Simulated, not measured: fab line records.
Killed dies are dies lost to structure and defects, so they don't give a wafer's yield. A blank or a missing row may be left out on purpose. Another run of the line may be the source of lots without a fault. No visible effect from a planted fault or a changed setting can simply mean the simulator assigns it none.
Matching of chambers || flow sky130 || SKY_VIA2_ETCH_14 on rie-diel-03: 4 sister chambers
The step etches BARC in N2/H2, stops on SiO2, time 45.9 s, target depth 60 nm. 18 wafers are shown with their chamber, then 9 later ones without.

== WAFERS WITH THEIR CHAMBER ==
{"wafer": "L077.1", "chamber": 0, "drypump-motor-current-A (A)": 5.8, "throttle-valve-pct (%)": 13.228, "oes-product-au (a.u.)": 0.861}
{"wafer": "L077.2", "chamber": 1, "drypump-motor-current-A (A)": 6.1, "throttle-valve-pct (%)": 13.207, "oes-product-au (a.u.)": 0.855}
{"wafer": "L077.3", "chamber": 2, "drypump-motor-current-A (A)": 6.4, "throttle-valve-pct (%)": 13.232, "oes-product-au (a.u.)": 0.861}
{"wafer": "L080.1", "chamber": 0, "drypump-motor-current-A (A)": 5.8, "throttle-valve-pct (%)": 13.227, "oes-product-au (a.u.)": 0.856}
{"wafer": "L080.2", "chamber": 3, "drypump-motor-current-A (A)": 5.4, "throttle-valve-pct (%)": 13.233, "oes-product-au (a.u.)": 0.848}
{"wafer": "L080.5", "chamber": 1, "drypump-motor-current-A (A)": 6.0, "throttle-valve-pct (%)": 13.215, "oes-product-au (a.u.)": 0.849}
{"wafer": "L079.2", "chamber": 0, "drypump-motor-current-A (A)": 5.9, "throttle-valve-pct (%)": 13.221, "oes-product-au (a.u.)": 0.856}
{"wafer": "L079.3", "chamber": 2, "drypump-motor-current-A (A)": 6.4, "throttle-valve-pct (%)": 13.223, "oes-product-au (a.u.)": 0.848}
{"wafer": "L079.6", "chamber": 3, "drypump-motor-current-A (A)": 5.4, "throttle-valve-pct (%)": 13.224, "oes-product-au (a.u.)": 0.855}
{"wafer": "L081.1", "chamber": 2, "drypump-motor-current-A (A)": 6.4, "throttle-valve-pct (%)": 13.234, "oes-product-au (a.u.)": 0.852}
{"wafer": "L081.2", "chamber": 0, "drypump-motor-current-A (A)": 5.8, "throttle-valve-pct (%)": 13.219, "oes-product-au (a.u.)": 0.859}
{"wafer": "L081.6", "chamber": 1, "drypump-motor-current-A (A)": 6.0, "throttle-valve-pct (%)": 13.225, "oes-product-au (a.u.)": 0.851}
{"wafer": "L082.1", "chamber": 1, "drypump-motor-current-A (A)": 6.0, "throttle-valve-pct (%)": 13.220, "oes-product-au (a.u.)": 0.854}
{"wafer": "L082.3", "chamber": 0, "drypump-motor-current-A (A)": 5.8, "throttle-valve-pct (%)": 13.222, "oes-product-au (a.u.)": 0.859}
{"wafer": "L082.6", "chamber": 0, "drypump-motor-current-A (A)": 5.8, "throttle-valve-pct (%)": 13.221, "oes-product-au (a.u.)": 0.856}
{"wafer": "L086.2", "chamber": 3, "drypump-motor-current-A (A)": 5.4, "throttle-valve-pct (%)": 13.219, "oes-product-au (a.u.)": 0.864}
{"wafer": "L086.3", "chamber": 0, "drypump-motor-current-A (A)": 5.9, "throttle-valve-pct (%)": 13.212, "oes-product-au (a.u.)": 0.854}
{"wafer": "L086.4", "chamber": 1, "drypump-motor-current-A (A)": 6.1, "throttle-valve-pct (%)": 13.227, "oes-product-au (a.u.)": 0.861}

SIGNATURES (means of the wafers above)
{"reading": "drypump-motor-current-A", "chamber 0": 5.829, "chamber 1": 6.040, "chamber 2": 6.400, "chamber 3": 5.400, "scatter within a chamber": 0.0433}
{"reading": "throttle-valve-pct", "chamber 0": 13.22143, "chamber 1": 13.21880, "chamber 2": 13.22967, "chamber 3": 13.22533, "scatter within a chamber": 0.00655}
{"reading": "oes-product-au", "chamber 0": 0.85729, "chamber 1": 0.85400, "chamber 2": 0.85367, "chamber 3": 0.85567, "scatter within a chamber": 0.0049}
Rule: a wafer's distance from a chamber is the root of the sum, over the readings, of the square of ((its reading less the chamber's mean) divided by the reading's scatter). The wafer belongs to the nearest chamber; if the next one is less than 2 further off, it can't be placed. How the scatter is found: for the shown wafers, subtract from each reading the mean of its chamber, square and add these, divide the total by (wafers less chambers), then take the root.

== WAFERS WITH NO CHAMBER GIVEN ==
{"wafer": "L087.1", "drypump-motor-current-A (A)": 5.3, "throttle-valve-pct (%)": 13.222, "oes-product-au (a.u.)": 0.862}
{"wafer": "L087.3", "drypump-motor-current-A (A)": 6.4, "throttle-valve-pct (%)": 13.220, "oes-product-au (a.u.)": 0.858}
{"wafer": "L087.4", "drypump-motor-current-A (A)": 6.0, "throttle-valve-pct (%)": 13.229, "oes-product-au (a.u.)": 0.849}
{"wafer": "L090.2", "drypump-motor-current-A (A)": 6.4, "throttle-valve-pct (%)": 13.241, "oes-product-au (a.u.)": 0.861}
{"wafer": "L090.3", "drypump-motor-current-A (A)": 5.4, "throttle-valve-pct (%)": 13.221, "oes-product-au (a.u.)": 0.850}
{"wafer": "L090.4", "drypump-motor-current-A (A)": 5.8, "throttle-valve-pct (%)": 13.225, "oes-product-au (a.u.)": 0.859}
{"wafer": "L094.2", "drypump-motor-current-A (A)": 5.4, "throttle-valve-pct (%)": 13.224, "oes-product-au (a.u.)": 0.851}
{"wafer": "L094.3", "drypump-motor-current-A (A)": 5.8, "throttle-valve-pct (%)": 13.234, "oes-product-au (a.u.)": 0.848}
{"wafer": "L094.5", "drypump-motor-current-A (A)": 5.4, "throttle-valve-pct (%)": 13.225, "oes-product-au (a.u.)": 0.858}

== WHICH CHAMBER EACH WENT THROUGH ==
{"wafer": "L087.1", "from the rows above": 3, "in truth": 3}
{"wafer": "L087.3", "from the rows above": 2, "in truth": 2}
{"wafer": "L087.4", "from the rows above": 1, "in truth": 1}
{"wafer": "L090.2", "from the rows above": 2, "in truth": 2}
{"wafer": "L090.3", "from the rows above": 3, "in truth": 3}
{"wafer": "L090.4", "from the rows above": 0, "in truth": 0}
{"wafer": "L094.2", "from the rows above": 3, "in truth": 3}
{"wafer": "L094.3", "from the rows above": 0, "in truth": 0}
{"wafer": "L094.5", "from the rows above": 3, "in truth": 3}
9 of 9 placed correctly. Can't be placed from these rows: 0. Number placed wrongly: 0.
